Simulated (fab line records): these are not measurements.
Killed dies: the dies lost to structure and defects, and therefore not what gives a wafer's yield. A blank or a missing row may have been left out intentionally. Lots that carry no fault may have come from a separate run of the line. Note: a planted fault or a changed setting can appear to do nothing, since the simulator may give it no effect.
Matching of chambers || flow gf180mcu || GF_STI_CMP_25 on cmp-01: 4 sister chambers
The step polishes, stops on Si3N4, t overpolish 33 s, target thk 524.6 nm. 4 wafers are shown with their chamber, then 7 later ones without.

## WAFERS, EACH WITH ITS CHAMBER
{"wafer": "L169.6", "chamber": 0, "motor current A (A)": 12.7}
{"wafer": "L171.1", "chamber": 3, "motor current A (A)": 10.3}
{"wafer": "L173.5", "chamber": 1, "motor current A (A)": 13.2}
{"wafer": "L173.6", "chamber": 2, "motor current A (A)": 11.7}

## WAFERS WITH NO CHAMBER GIVEN
{"wafer": "L179.1", "motor current A (A)": 10.0}
{"wafer": "L179.2", "motor current A (A)": 11.1}
{"wafer": "L179.4", "motor current A (A)": 12.7}
{"wafer": "L181.6", "motor current A (A)": 12.0}
{"wafer": "L184.1", "motor current A (A)": 13.7}
{"wafer": "L184.3", "motor current A (A)": 12.4}
{"wafer": "L184.6", "motor current A (A)": 11.2}

## EACH ONE'S CHAMBER
{"wafer": "L179.1", "from the rows above": 3, "in truth": 3}
{"wafer": "L179.2", "from the rows above": "can't be placed: 2 or 3", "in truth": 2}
{"wafer": "L179.4", "from the rows above": "can't be placed: 0 or 1", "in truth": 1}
{"wafer": "L181.6", "from the rows above": "can't be placed: 2 or 0", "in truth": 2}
{"wafer": "L184.1", "from the rows above": "can't be placed: 1 or 0", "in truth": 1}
{"wafer": "L184.3", "from the rows above": "can't be placed: 0 or 2 or 1", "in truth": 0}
{"wafer": "L184.6", "from the rows above": "can't be placed: 2 or 3", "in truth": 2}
Placed correctly: 1 of 7. Can't be placed from these rows: 6 (the true chamber is among the candidates in 6). 0 placed wrongly.
How it was worked out, from the rows above alone: a wafer's distance from a chamber is the root of the sum, over the readings, of the square of ((its reading less the chamber's mean) divided by the reading's scatter). If the next closest chamber is less than 2 further off than the closest, the wafer can't be placed; otherwise it belongs to the closest. For every chamber, the mean is computed from those of its wafers that are shown. The scatter: root of mean squared gap, hidden wafer to nearest shown wafer, with one shown wafer a chamber.
